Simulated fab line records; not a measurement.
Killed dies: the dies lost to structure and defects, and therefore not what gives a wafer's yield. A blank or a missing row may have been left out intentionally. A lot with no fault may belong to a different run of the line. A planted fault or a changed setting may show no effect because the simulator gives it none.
What tool caused it? || flow sky130 || at 1 step of a route of 708, 13 lots with 39 wafers sampled

WHAT THE GAUGES READ, wafer by wafer
The record lacks any reading of a measuring or inspecting step that a usual standard deviation could be used to judge.

TOOL THAT RAN EACH LOT (tool first, then ch and the chambers of the sampled wafers, then the start)
{"lot": "L866", "SKY_VIA3_ETCH_14": "rie-diel-03 ch 0,2,3, day 39 19:33"}
{"lot": "L868", "SKY_VIA3_ETCH_14": "rie-diel-02 ch 1,3, day 41 15:35"}
{"lot": "L867", "SKY_VIA3_ETCH_14": "rie-diel-01 ch 0,2, day 41 16:27"}
{"lot": "L869", "SKY_VIA3_ETCH_14": "rie-diel-02 ch 1,2,3, day 41 16:58"}
{"lot": "L871", "SKY_VIA3_ETCH_14": "rie-diel-02 ch 0,2,3, day 41 18:13"}
{"lot": "L870", "SKY_VIA3_ETCH_14": "rie-diel-03 ch 1,2, day 41 21:31"}
{"lot": "L874", "SKY_VIA3_ETCH_14": "rie-diel-01 ch 0,1, day 42 07:39"}
{"lot": "L876", "SKY_VIA3_ETCH_14": "rie-diel-02 ch 0,1,2, day 42 19:17"}
{"lot": "L878", "SKY_VIA3_ETCH_14": "rie-diel-03 ch 0,1, day 43 04:43"}
{"lot": "L881", "SKY_VIA3_ETCH_14": "rie-diel-02 ch 0,2,3, day 44 13:26"}
{"lot": "L883", "SKY_VIA3_ETCH_14": "rie-diel-02 ch 0,1,3, day 44 23:13"}
{"lot": "L884", "SKY_VIA3_ETCH_14": "rie-diel-01 ch 0,2,3, day 45 08:59"}
{"lot": "L887", "SKY_VIA3_ETCH_14": "rie-diel-01 ch 1,3, day 45 20:26"}
- SKY_VIA3_ETCH_14: etches BARC in N2/H2, stops on SiO2, time 45.9 s, target depth 60 nm.

WHAT THE TOOLS THEMSELVES READ (means of the sampled wafers that have a number; where no wafer has one, the mark that the record gives instead)
SKY_VIA3_ETCH_14.
{"lot": "L866", "tool": "rie-diel-03", "drypump-motor-current-A (A)": 6.1, "oes-product-au (a.u.)": 0.858, "run-length-s (s)": 73.7, "throttle-valve-pct (%)": 13.225}
{"lot": "L868", "tool": "rie-diel-02", "drypump-motor-current-A (A)": 5.4, "oes-product-au (a.u.)": 0.853, "run-length-s (s)": 74.4, "throttle-valve-pct (%)": 13.223}
{"lot": "L867", "tool": "rie-diel-01", "drypump-motor-current-A (A)": 5.6, "oes-product-au (a.u.)": 0.854, "run-length-s (s)": 75.1, "throttle-valve-pct (%)": 13.219}
{"lot": "L869", "tool": "rie-diel-02", "drypump-motor-current-A (A)": 5.5, "oes-product-au (a.u.)": 0.856, "run-length-s (s)": 74.6, "throttle-valve-pct (%)": 13.230}
{"lot": "L871", "tool": "rie-diel-02", "drypump-motor-current-A (A)": 5.5, "oes-product-au (a.u.)": 0.855, "run-length-s (s)": 74.4, "throttle-valve-pct (%)": 13.222}
{"lot": "L870", "tool": "rie-diel-03", "drypump-motor-current-A (A)": 5.8, "oes-product-au (a.u.)": 0.856, "run-length-s (s)": 73.5, "throttle-valve-pct (%)": 13.222}
{"lot": "L874", "tool": "rie-diel-01", "drypump-motor-current-A (A)": 5.8, "oes-product-au (a.u.)": 0.854, "run-length-s (s)": 74.2, "throttle-valve-pct (%)": 13.221}
{"lot": "L876", "tool": "rie-diel-02", "drypump-motor-current-A (A)": 5.6, "oes-product-au (a.u.)": 0.856, "run-length-s (s)": 74.8, "throttle-valve-pct (%)": 13.232}
{"lot": "L878", "tool": "rie-diel-03", "drypump-motor-current-A (A)": 6.2, "oes-product-au (a.u.)": 0.856, "run-length-s (s)": 74.3, "throttle-valve-pct (%)": 13.222}
{"lot": "L881", "tool": "rie-diel-02", "drypump-motor-current-A (A)": 5.5, "oes-product-au (a.u.)": 0.858, "run-length-s (s)": 74.5, "throttle-valve-pct (%)": 13.226}
{"lot": "L883", "tool": "rie-diel-02", "drypump-motor-current-A (A)": 5.5, "oes-product-au (a.u.)": 0.931, "run-length-s (s)": 70.3, "throttle-valve-pct (%)": 13.233}
{"lot": "L884", "tool": "rie-diel-01", "drypump-motor-current-A (A)": 5.8, "oes-product-au (a.u.)": 0.861, "run-length-s (s)": 74.6, "throttle-valve-pct (%)": 13.225}
{"lot": "L887", "tool": "rie-diel-01", "drypump-motor-current-A (A)": 5.9, "oes-product-au (a.u.)": 0.848, "run-length-s (s)": 74.2, "throttle-valve-pct (%)": 13.223}

THE ANSWER, worked out from the rows above alone
Rule: the usual values come from the lots themselves. The widest of any qualifying gaps counts: lots, ordered by their means at a reading, are off when they make up no more than a third of the lots, leave a main group of 4 or more, and stand apart from it by 3 or more times the standard deviation of that group's means. A main group is skipped when, at the precision printed for the reading in the tables above, its means are all equal. Also off: a lot with no number at a reading for which 4 or more lots have one. All remaining lots with rows at the step are treated as sound. First the gauges in route order, then the tools' own readings, where a lot's mean is used as printed above. At the first step where some lot is off, the reading lying furthest off is the one used; lots without a number count as furthest.
Off, at SKY_VIA3_ETCH_14 on oes-product-au: L883. For the main group the mean is 0.855 a.u. and the standard deviation 0.003.
If a tool, at that step or one of the process steps before it, ran each lot that is off and ran no sound lot following the first of them, it fits. One fits: rie-diel-02 at SKY_VIA3_ETCH_14. Its last sound lot is L881 (day 44 13:26), its first lot that is off L883 (day 44 23:13): a fault that began between those two fits.
The tool's own readings at SKY_VIA3_ETCH_14 bear it out: on the lots that are off they differ by more than 5 times the standard deviation of the sound lots' means. oes-product-au reads 0.931 a.u. there against 0.855 a.u. on the sound lots; run-length-s reads 70.3 s there against 74.4 s on the sound lots.

WHAT THE SIMULATOR HAD PUT IN
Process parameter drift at SKY_VIA3_ETCH_14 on rie-diel-02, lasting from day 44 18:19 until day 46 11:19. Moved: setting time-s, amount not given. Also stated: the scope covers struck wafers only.
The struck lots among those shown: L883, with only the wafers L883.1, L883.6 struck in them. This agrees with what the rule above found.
